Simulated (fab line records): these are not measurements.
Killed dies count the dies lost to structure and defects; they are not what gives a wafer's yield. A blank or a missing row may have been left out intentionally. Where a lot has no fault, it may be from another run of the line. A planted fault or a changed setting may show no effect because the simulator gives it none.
Which tool was responsible? ; flow sky130 ; 6 lots with 18 wafers sampled at 2 steps, on a route of 708 steps

== WHAT THE GAUGES READ, wafer by wafer ==
SKY_CAP2M_THK_MEAS_01.
lot;measured;on;CAP2M_CVD_00_THK (nm)
L949;day 39 11:42;film_metro-02;15.22 15.34 15.45
L951;day 40 07:25;film_metro-02;14.84 15.30 15.48
L956;day 42 10:11;film_metro-01;15.35 15.57 15.78
L961;day 43 19:34;film_metro-04;15.38 15.40 15.44
L967;day 44 23:22;film_metro-02;15.42 15.60 15.58
L971;day 45 22:59;film_metro-04;15.47 15.10 15.89

== TOOL THAT RAN EACH LOT (tool first, then ch and the chambers of the sampled wafers, then the start) ==
lot;SKY_METAL2_ETCH_18
L949;rie_metal-02 ch 0,1, day 34 20:48
L951;rie_metal-02 ch 0,1, day 35 17:09
L956;rie_metal-02 ch 0,1, day 38 00:41
L961;rie_metal-02 ch 0, day 39 15:07
L967;rie_metal-04 ch 0,1, day 40 22:37
L971;rie_metal-01 ch 0,1, day 41 23:25
- SKY_METAL2_ETCH_18: etches BARC in N2/H2, stops on SiO2, time 45.9 s, target depth 60 nm.

== THE ANSWER, worked out from the rows above alone ==
Rule: what is usual is taken from the lots themselves. The widest of any qualifying gaps counts: lots, ordered by their means at a reading, are off when they make up no more than a third of the lots, leave a main group of 4 or more, and stand apart from it by 3 or more times the standard deviation of that group's means. A main group whose means are all the same, to the digits that the tables above print for the reading, isn't used. A lot without any number at a reading at which 4 lots or more have one is off too. The other lots that the step has rows for count as sound.
Across all readings shown, no lot is off: no conclusion can be drawn from this.

== WHAT THE SIMULATOR PUT IN ==
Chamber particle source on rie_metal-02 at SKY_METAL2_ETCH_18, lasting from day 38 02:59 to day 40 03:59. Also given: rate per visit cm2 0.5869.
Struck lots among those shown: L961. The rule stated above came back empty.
